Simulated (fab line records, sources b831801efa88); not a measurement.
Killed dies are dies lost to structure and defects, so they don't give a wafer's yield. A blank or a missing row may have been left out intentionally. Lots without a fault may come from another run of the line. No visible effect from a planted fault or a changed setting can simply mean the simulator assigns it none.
Check of tool commonality    flow sky130    11 lots and 33 wafers in the sample

## WHY THIS WAS OPENED
On 2 of the 11 lots, a flag is raised at SKY_METAL4_CD_MEAS_13 on the reading cd nm. No-fault wafers: 299.7 nm, standard deviation 1.5.
Rule: a lot is flagged when every wafer of it that has a number lies more than 4 standard deviations from that mean, or none has a number. The rest of the lots are taken to be sound.

lot   measured      on         cd nm (nm), wafer by wafer  flag
L649  day 43 09:47  cd sem-02  301.2 299.9 298.4           
L652  day 44 19:02  cd sem-01  299.4 298.7 297.7           
L653  day 45 01:07  cd sem-02  298.4 300.2 300.1           
L654  day 45 05:35  cd sem-02  303.0 302.8 302.1           
L656  day 45 18:14  cd sem-02  300.0 299.2 299.3           
L657  day 45 18:56  cd sem-01  296.6 297.4 297.0           
L658  day 46 07:33  cd sem-02  318.9 318.6 318.8           FLAGGED
L659  day 46 09:00  cd sem-01  318.7 316.8 318.9           FLAGGED
L666  day 48 11:05  cd sem-02  302.1 301.6 300.9           
L670  day 49 07:04  cd sem-01  301.0 300.0 300.4           
L672  day 49 13:03  cd sem-02  301.8 302.0 302.8           
The mean of the flagged lots' numbers is 318.4 nm, +18.8 nm from the usual (+12 standard deviations).

## EACH LOT AND THE TOOL IT RAN ON
The record holds 3 process steps before the reading, out of a route of 708 steps. Every cell lists first the tool, next ch and the chambers used by the sampled wafers, and last the start.
lot   flag     SKY_CAP2M_CVD_00                 SKY_CAP2M_METAL_ETCH_13            SKY_METAL4_EXPOSE_10
L649           pecvd-01 ch 0,1, day 41 07:50    rie metal-02 ch 0,1, day 42 09:29  krf scanner-02 ch 0, day 42 22:09
L652           pecvd-01 ch 0,2, day 42 18:49    rie metal-01 ch 0,1, day 43 18:37  krf scanner-02 ch 0, day 44 07:20
L653           pecvd-03 ch 0,1,2, day 43 00:50  rie metal-02 ch 0,1, day 44 00:55  krf scanner-02 ch 0, day 44 13:57
L654           pecvd-03 ch 0,2, day 43 06:22    rie metal-03 ch 0,1, day 44 05:53  krf scanner-02 ch 0, day 44 18:45
L656           pecvd-04 ch 0,2, day 43 18:58    rie metal-01 ch 0,1, day 44 18:41  krf scanner-01 ch 0, day 45 06:31
L657           pecvd-01 ch 0,1, day 43 21:22    rie metal-02 ch 0,1, day 44 20:08  krf scanner-01 ch 0, day 45 08:06
L658  FLAGGED  pecvd-04 ch 0,1,2, day 44 08:52  rie metal-02 ch 0,1, day 45 08:32  krf scanner-01 ch 0, day 45 20:48
L659  FLAGGED  pecvd-01 ch 0,1,2, day 44 11:40  rie metal-03 ch 0,1, day 45 09:47  krf scanner-01 ch 0, day 45 21:57
L666           pecvd-04 ch 0,1, day 46 15:53    rie metal-01 ch 0,1, day 47 13:44  krf scanner-02 ch 0, day 48 01:03
L670           pecvd-04 ch 0,1, day 47 12:36    rie metal-01 ch 0,1, day 48 09:59  krf scanner-02 ch 0, day 48 21:17
L672           pecvd-04 ch 0,1,2, day 47 19:41  rie metal-01 ch 0,1, day 48 16:41  krf scanner-02 ch 0, day 49 03:46
What these steps do:
- SKY_CAP2M_CVD_00: deposits SiO2, target thk 15.5 nm.
- SKY_CAP2M_METAL_ETCH_13: etches TiN in Cl2/BCl3, stops on SiO2, target depth 220 nm, time 62.9 s.
- SKY_METAL4_EXPOSE_10: exposes mask MM4, target cd 300 nm.
- SKY_METAL4_CD_MEAS_13: target cd 300 nm.

## FLAGGED AGAINST TOTAL, ONE TOOL AT A TIME (gauges that did the reading follow at the end)
step                     tool            lots run  flagged  share of the flagged lots  sound lots run after its first flagged lot
SKY_CAP2M_CVD_00         pecvd-01        4         1        some                       0
SKY_CAP2M_CVD_00         pecvd-03        2         0        none                       -
SKY_CAP2M_CVD_00         pecvd-04        5         1        some                       3 (L666,L670,L672)
SKY_CAP2M_METAL_ETCH_13  rie metal-01    5         0        none                       -
SKY_CAP2M_METAL_ETCH_13  rie metal-02    4         1        some                       0
SKY_CAP2M_METAL_ETCH_13  rie metal-03    2         1        some                       0
SKY_METAL4_EXPOSE_10     krf scanner-01  4         2        all                        0
SKY_METAL4_EXPOSE_10     krf scanner-02  7         0        none                       -
SKY_METAL4_CD_MEAS_13    cd sem-01       4         1        some                       1 (L670)
SKY_METAL4_CD_MEAS_13    cd sem-02       7         1        some                       2 (L666,L672)

## WHAT IS ALLOWED BY THE TABLE
Rows of the table that ran each flagged lot: 1, that is krf scanner-01 at SKY_METAL4_EXPOSE_10.
- krf scanner-01 at SKY_METAL4_EXPOSE_10 ran 4 lots, 2 of them flagged. Last sound lot L657 at day 45 08:06, first flagged lot L658 at day 45 20:48; a fault beginning in between fits. Its own readings (exposure dose mJ cm2) fall more than 4 standard deviations out on all wafers of the flagged lots.
krf scanner-01 at SKY_METAL4_EXPOSE_10 is the single tool remaining.

## WHAT THE SIMULATOR HAD INSERTED
Process parameter drift: krf scanner-01, from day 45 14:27 on, at SKY_METAL4_EXPOSE_10. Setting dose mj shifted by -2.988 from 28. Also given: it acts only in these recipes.
Struck lots among those shown: L658, L659. Same finding as the rule above.
